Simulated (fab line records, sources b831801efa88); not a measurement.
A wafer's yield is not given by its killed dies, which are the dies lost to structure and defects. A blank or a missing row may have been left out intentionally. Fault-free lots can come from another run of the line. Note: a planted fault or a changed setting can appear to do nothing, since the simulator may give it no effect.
Comparing a struck lot with a sound one || flow sfq line || 21 out of 325 route steps
Sound: the wafers L242.4, L242.5, L242.6. Struck: wafers L247.1, L247.3, L247.6. At the end, the cause is stated.
Each step with rows lists, per side, the tool, then ch with its chambers, then its first start. Under that, the readings that differ: sound wafers || struck wafers || difference of the means || sigmas: that difference in standard deviations of wafers without a fault.
alike: same words and numbers on both sides, and readings whose means sit less than 2 such deviations apart. not compared: any withheld reading, any reading some wafer has no value for, any bound like >300 that may hide the same value, and any number with overlapping values for which the record gives no deviation.
The two part at a step that has a row with sigmas, a row that says differs or no value, or rows on one side only. Numbers that don't overlap but have no deviation are shown without sigmas and don't part them. Lack of a reading on every wafer of one side parts them only where that side has two or more wafers.

SFQ_TRILAYER_I4_VIA_BARC_OPEN_VIA_ETCH_146: etches BARC in O2, target depth 125 nm, time 41.7 s.
  sound on rie diel-01 ch 0,1,2, day 53 09:56; struck on rie diel-04 ch 0,2,3, day 54 20:44
  alike: drypump motor current A, oes product au
  not compared: rf hours counter h
SFQ_TRILAYER_I4_VIA_ETCH_VIA_ETCH_106: etches SiO2 in CHF3, stops on Nb, target depth 260 nm.
  sound on rie diel-01 ch 0,1,2, day 53 09:58; struck on rie diel-04 ch 0,2,3, day 54 20:46
  alike: drypump motor current A, oes product au
SFQ_TRILAYER_I4_VIA_STRIP_STRIP_107: strips in O2.
  sound on rie metal-04 ch 0,1, day 53 10:17; struck on rie metal-01 ch 0,1, day 54 20:53
  alike: drypump motor current A, oes product au, platen temp c
  not compared: rf hours counter h
then, 3 steps without rows for these wafers: SFQ_TRILAYER_I4_VIA_STRIP_SOLV_CLEAN_108 (cleans in NMP, time 600 s); SFQ_TRILAYER_JJ_TRILAYER_DEP_PRE_CLEAN_113 (time 22.5 s); SFQ_TRILAYER_JJ_TRILAYER_DEP_SPUTTER_109 (material Nb, target thk 150 nm, time 100 s).
SFQ_TRILAYER_JJ_TRILAYER_DEP_SPUTTER_110: material Al, target thk 8 nm, time 10.16 s.
  sound on pvd sputter-06, day 53 10:58; struck on pvd sputter-03, day 54 21:46
  alike: base pressure pa, chamber pressure pa, throttle valve pct
then, 1 step without rows for these wafers: SFQ_TRILAYER_JJ_TRILAYER_DEP_AL_OXIDATION_111 (oxidation time 600 s).
SFQ_TRILAYER_JJ_TRILAYER_DEP_SPUTTER_112: material Nb, target thk 170 nm, time 113.3 s.
  sound on pvd sputter-06, day 53 11:59; struck on pvd sputter-03, day 54 22:47
  alike: base pressure pa, chamber pressure pa, throttle valve pct
SFQ_JJ_RS_MEAS_929: measures by four-point-probe.
  sound on film metro-03, day 53 12:07; struck on film metro-03, day 54 22:52
  alike: JJ_NB_RS
then, 1 step without rows for these wafers: SFQ_TRILAYER_JJ_CE_LITHO_COAT_119 (resist thk 62 nm).
SFQ_TRILAYER_JJ_CE_LITHO_COAT_114: resist thk 600 nm.
  sound on litho track-02 ch 0, day 53 12:41; struck on litho track-02 ch 0, day 54 23:20
{"reading": "model.KrF_of_TRILAYER_JJ_CE_LITHO_COAT_114.thk nm (nm)", "sound": "598.5 598.5 600.6", "struck": "614.8 614.2 613.4", "difference": "+14.9", "sigmas": ""}
then, 4 steps without rows for these wafers: SFQ_TRILAYER_JJ_CE_LITHO_SOFTBAKE_118; SFQ_TRILAYER_JJ_CE_LITHO_EXPOSE_115 (exposes mask J5, target cd 700 nm); SFQ_TRILAYER_JJ_CE_LITHO_PEB_117 (peb time 60 s); SFQ_TRILAYER_JJ_CE_LITHO_DEVELOP_116 (time 60 s).
-- the record jumps here: 5 days lie between the struck wafers' starts before and after --
SFQ_JJ_OVL_MEAS_931:
  sound on overlay-02, day 58 00:22; struck on overlay-01, day 59 21:56
{"reading": "J5_OVL (nm)", "sound": "2 4 -2", "struck": "-11 -11 -12", "difference": -13, "sigmas": -2}
then, 2 steps without rows for these wafers: SFQ_TRILAYER_JJ_CE_METRO_MEASURE_117; SFQ_TRILAYER_JJ_CE_BARC_OPEN_RIE_150 (chemistry O2, target BARC, target depth 240 nm, time 80 s).
SFQ_TRILAYER_JJ_CE_ETCH_RIE_118: chemistry SF6, target Nb, stops on Al2O3, time 97.7 s, target depth 170 nm.
  sound on rie metal-04 ch 0,1, day 58 01:43; struck on rie metal-02 ch 1, day 59 23:16
{"reading": "model.KrF_of_TRILAYER_JJ_CE_LITHO_COAT_114.thk nm (nm)", "sound": "475.4 473.7 477.5", "struck": "492.8 492 490.8", "difference": "+16.3", "sigmas": ""}
  alike: drypump motor current A, oes product au
  not compared: rf hours counter h
then, 1 step without rows for these wafers: SFQ_TRILAYER_JJ_ANODIZE_ANODIZE_119.

## WHERE THEY PART
Only at SFQ_JJ_OVL_MEAS_931, within this record. Later steps at which nothing parts them and some readings are alike: SFQ_TRILAYER_JJ_CE_ETCH_RIE_118.

WHY: what had been put in by the simulator
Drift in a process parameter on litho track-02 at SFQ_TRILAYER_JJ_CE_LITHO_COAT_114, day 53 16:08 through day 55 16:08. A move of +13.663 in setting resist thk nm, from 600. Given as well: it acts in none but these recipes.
